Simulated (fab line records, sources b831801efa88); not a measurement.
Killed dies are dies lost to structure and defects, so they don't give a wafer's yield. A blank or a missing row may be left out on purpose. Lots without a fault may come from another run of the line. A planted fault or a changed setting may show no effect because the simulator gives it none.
A struck lot beside a sound one | flow sky130 | 22 steps out of a route of 708
Sound: wafers L431.2, L431.5, L431.6. Struck: wafers L436.1, L436.2, L436.5. The cause comes at the end.
At each step with rows: each side's tool, then ch and its chambers, then its first start. Under that, the readings that differ: sound wafers | struck wafers | difference of the means | sigmas: that difference in standard deviations of wafers without a fault.
alike: readings whose means differ by less than 2 such deviations, and words and numbers that are the same on both sides. not compared: withheld readings, readings that some wafer has no value for, bounds like >300 that may hide the same value, and numbers for which the record gives no deviation and whose values overlap.
The two part at a step that has a row with sigmas, a row that says differs or no value, or rows on one side only. Numbers that don't overlap but have no deviation are shown without sigmas and don't part them. A reading that every wafer of one side lacks parts them only if that side has two wafers or more.

first, 1 step without rows for these wafers: SKY_CAPM_DEVELOP_11 (develop time 60 s).
SKY_CAPM_OVL_MEAS_12:
  sound on overlay-02, day 39 06:38; struck on overlay-01, day 41 08:41
  alike: CAPM_OVL
SKY_CAPM_METAL_ETCH_13: etches TiN in Cl2/BCl3, stops on SiO2, target depth 220 nm, time 62.9 s.
  sound on rie_metal-02 ch 0,1, day 39 06:40; struck on rie_metal-03 ch 0,1, day 41 08:43
  alike: bcl3_flow_sccm, drypump_motor_current_A, mfc_cl2_sccm, oes_product_au, throttle_valve_pct
  not compared: rf_hours_counter_h
SKY_CAPM_STRIP_14: strips in O2/N2.
  sound on plasma_asher-01 ch 0,1, day 39 06:45; struck on plasma_asher-04 ch 0,1, day 41 08:47
  alike: drypump_motor_current_A, oes_product_au, strip_time_to_endpoint_s
  not compared: rf_hours_counter_h
then, 8 steps without rows for these wafers: SKY_CAPM_STRIP_15 (strips in post etch residue remover, time 1200 s); SKY_CAPM_CLEAN_16 (cleans in IPA, time 180 s); SKY_CAPM_CLEAN_17 (cleans in O3/DIW); SKY_METAL3_DEHYDRATE_05 (time 60 s); SKY_METAL3_HMDS_06 (prime time 60 s); SKY_METAL3_COAT_07 (resist thk 60 nm); SKY_METAL3_COAT_08 (resist thk 1140 nm); SKY_METAL3_SOFTBAKE_09 (time 90 s).
SKY_METAL3_EXPOSE_10: exposes mask MM3, target cd 300 nm.
  sound on krf_scanner-02 ch 0, day 39 20:00; struck on krf_scanner-01 ch 0, day 41 21:21
  reading              | sound                | struck               | difference | sigmas
  exposure_dose_mJ_cm2 | 27.938 27.946 27.985 | 18.887 18.863 18.891 | -9.076     | -99 or more
  alike: mask, focus_offset_nm
then, 2 steps without rows for these wafers: SKY_METAL3_PEB_11; SKY_METAL3_DEVELOP_12 (develop time 60 s).
SKY_METAL3_CD_MEAS_13: target cd 300 nm.
  sound on cd_sem-02, day 40 08:13; struck on cd_sem-01, day 42 09:23
  reading    | sound             | struck            | difference | sigmas
  cd_nm (nm) | 300.3 299.3 298.8 | 370.6 372.1 371.5 | +71.9      | +48
SKY_METAL3_OVL_MEAS_14:
  sound on overlay-02, day 40 08:20; struck on overlay-02, day 42 09:30
  alike: METAL3_OVL
SKY_METAL3_DESCUM_15: chemistry O2, time 8 s.
  sound on rie_metal-01 ch 0,1, day 40 08:22; struck on rie_metal-04 ch 0,1, day 42 09:32
  reading                 | sound           | struck          | difference | sigmas
  model.METAL3.cd_nm (nm) | 300.4 299.1 299 | 371 371.9 371.2 | +72        |
  alike: drypump_motor_current_A, oes_product_au
  not compared: rf_hours_counter_h
SKY_METAL3_ETCH_16: etches BARC in N2/H2, stops on SiO2, time 88.2 s, target depth 60 nm.
  sound on rie_metal-01 ch 0,1, day 40 08:23; struck on rie_metal-04 ch 0,1, day 42 09:34
  alike: drypump_motor_current_A, h2_flow_sccm, oes_product_au, throttle_valve_pct
  not compared: rf_hours_counter_h
SKY_METAL3_ETCH_17: etches SiO2 in C4F8/O2/Ar, stops on TiN, time 3.9 s, target depth 15 nm.
  sound on rie_diel-04 ch 0,1,3, day 40 08:29; struck on rie_diel-01 ch 0,1,3, day 42 09:40
  alike: oes_product_au
SKY_METAL3_METAL_ETCH_18: etches the open film in Cl2/BCl3, stops on SiO2, target depth 845 nm, time 183.1 s.
  sound on rie_metal-04 ch 0,1, day 40 08:31; struck on rie_metal-02 ch 0,1, day 42 09:41
  reading                 | sound             | struck          | difference | sigmas
  model.METAL3.cd_nm (nm) | 299.2 299.6 300.8 | 370.7 373.4 372 | +72.2      |
  alike: bcl3_flow_sccm, drypump_motor_current_A, mfc_cl2_sccm, oes_product_au, throttle_valve_pct
  not compared: rf_hours_counter_h
SKY_METAL3_STRIP_19: strips in O2/N2.
  sound on plasma_asher-03 ch 0,1, day 40 08:41; struck on plasma_asher-01 ch 0,1, day 42 09:52
  reading                     | sound       | struck      | difference | sigmas
  drypump_motor_current_A (A) | 6.4 5.8 6.3 | 4.8 5.6 4.8 | -1.1       | -2
  alike: oes_product_au, strip_time_to_endpoint_s
  not compared: rf_hours_counter_h

WHERE THEY PART
First at SKY_METAL3_EXPOSE_10; last, within this record, at SKY_METAL3_STRIP_19.

WHY: what the simulator had put in
Process parameter drift: krf_scanner-01, from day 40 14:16 on, at SKY_METAL3_EXPOSE_10. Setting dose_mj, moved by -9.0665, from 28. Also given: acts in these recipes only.
